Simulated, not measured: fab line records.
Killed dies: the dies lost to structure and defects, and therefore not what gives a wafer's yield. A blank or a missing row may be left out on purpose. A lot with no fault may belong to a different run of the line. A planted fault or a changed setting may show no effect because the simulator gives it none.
Comparing a struck lot with a sound one / flow sky130 / 18 out of 708 route steps
Sound: these wafers, L860.1, L860.2, L860.5. Struck: wafers L876.3, L876.4, L876.6. Last of all comes the cause.
At each step with rows: each side's tool, then ch and its chambers, then its first start. Under that, the readings that differ: sound wafers / struck wafers / difference of the means / sigmas: that difference in standard deviations of wafers without a fault.
alike: words and numbers the same on both sides, and readings whose means are apart by under 2 such deviations; not compared: readings that were withheld, readings missing a value for some wafer, numbers with overlapping values and no deviation given by the record, and bounds like >300 which may hide the same value.
The two part at a step that has a row with sigmas, a row that says differs or no value, or rows on one side only. Numbers that have no deviation but don't overlap get no sigmas and don't part them. A reading missing from all wafers of one side parts the sides only when that side holds two or more wafers.

SKY_POLY_GATE_ETCH_15: etches BARC in N2/H2, stops on SiO2, time 118.5 s, target depth 110 nm.
  sound on rie diel-04 ch 0,3, day 16 13:15; struck on rie diel-04 ch 2,3, day 22 01:17
reading=oes product au (a.u.); sound=0.728 0.726 0.719; struck=0.710 0.710 0.717; difference=-0.012; sigmas=-3
  alike: drypump motor current A, rf fwd power W, throttle valve pct
  not compared: rf hours counter h
SKY_POLY_GATE_ETCH_16: etches Si3N4 in CH3F/O2, stops on poly-Si, time 147.5 s, target depth 75 nm.
  sound on rie diel-04 ch 0,3, day 16 13:20; struck on rie diel-04 ch 2,3, day 22 01:23
  alike: drypump motor current A, oes product au, rf fwd power W, throttle valve pct
  not compared: rf hours counter h
SKY_POLY_GATE_ETCH_17: etches poly-Si in HBr/Cl2, stops on SiO2, target depth 180 nm, time 70.5 s.
  sound on rie si-01 ch 0,1,2, day 16 13:26; struck on rie si-01 ch 0,2,3, day 22 01:29
  alike: drypump motor current A, mfc cl2 sccm, oes product au, rf fwd power W, throttle valve pct
  not compared: rf hours counter h
SKY_POLY_GATE_STRIP_18: strips in O2/N2.
  sound on plasma asher-04 ch 0,1, day 16 13:29; struck on plasma asher-04 ch 0,1, day 22 01:34
  alike: drypump motor current A, oes product au, strip time to endpoint s
  not compared: rf hours counter h
then, 2 steps without rows for these wafers: SKY_POLY_GATE_CLEAN_19 (cleans in SC1/SC2, time 150 s); SKY_POLY_GATE_OXIDATION_20 (stabilise 600 s, purge 300 s, target thk 4 nm).
SKY_POLY_GATE_THK_MEAS_21:
  sound: film metro-02 at day 16 15:58; struck: film metro-02 at day 22 02:58
  alike: POLY_GATE_OXIDATION_THK
SKY_POLY_GATE_CD_MEAS_22:
  sound: cd sem-01 at day 16 16:02; struck: cd sem-01 at day 22 03:11
  alike: cd nm
then, 4 steps without rows for these wafers: SKY_LDD_N_DEHYDRATE_00 (time 60 s); SKY_LDD_N_HMDS_01 (prime time 60 s); SKY_LDD_N_COAT_02 (resist thk 300 nm); SKY_LDD_N_SOFTBAKE_03 (time 60 s).
SKY_LDD_N_EXPOSE_04: exposes mask NTM, target cd 840 nm.
  sound on iline stepper-01 ch 0, day 17 06:28; struck on iline stepper-01 ch 0, day 22 18:23
reading=model.LDD_N.overlay x nm (nm); sound=-2.58 -2.58 -2.58; struck=-70.89 -70.89 -70.89; difference=-68.31; sigmas=
  alike: mask, exposure dose mJ cm2
then, 2 steps without rows for these wafers: SKY_LDD_N_PEB_05; SKY_LDD_N_DEVELOP_06 (develop time 60 s).
SKY_LDD_N_OVL_MEAS_07:
  sound: overlay-02 at day 17 20:39; struck: overlay-01 at day 23 10:00
reading=LDD_N_OVL (nm); sound=-2.2 -1.8 -1.8; struck=-71.6 -71.4 -73.9; difference=-70.4; sigmas=-54
after that, 1 step had no rows for these wafers: SKY_LDD_N_IMPLANT_08.
SKY_PAD_OPEN_PROBE_99:
  rows exist in the record for the sound wafers here (prober-02, day 46 00:03), none for the struck ones

## WHERE THEY PART
At SKY_POLY_GATE_ETCH_15 first; at SKY_PAD_OPEN_PROBE_99 last (within this record only).

WHY: what the simulator had put in
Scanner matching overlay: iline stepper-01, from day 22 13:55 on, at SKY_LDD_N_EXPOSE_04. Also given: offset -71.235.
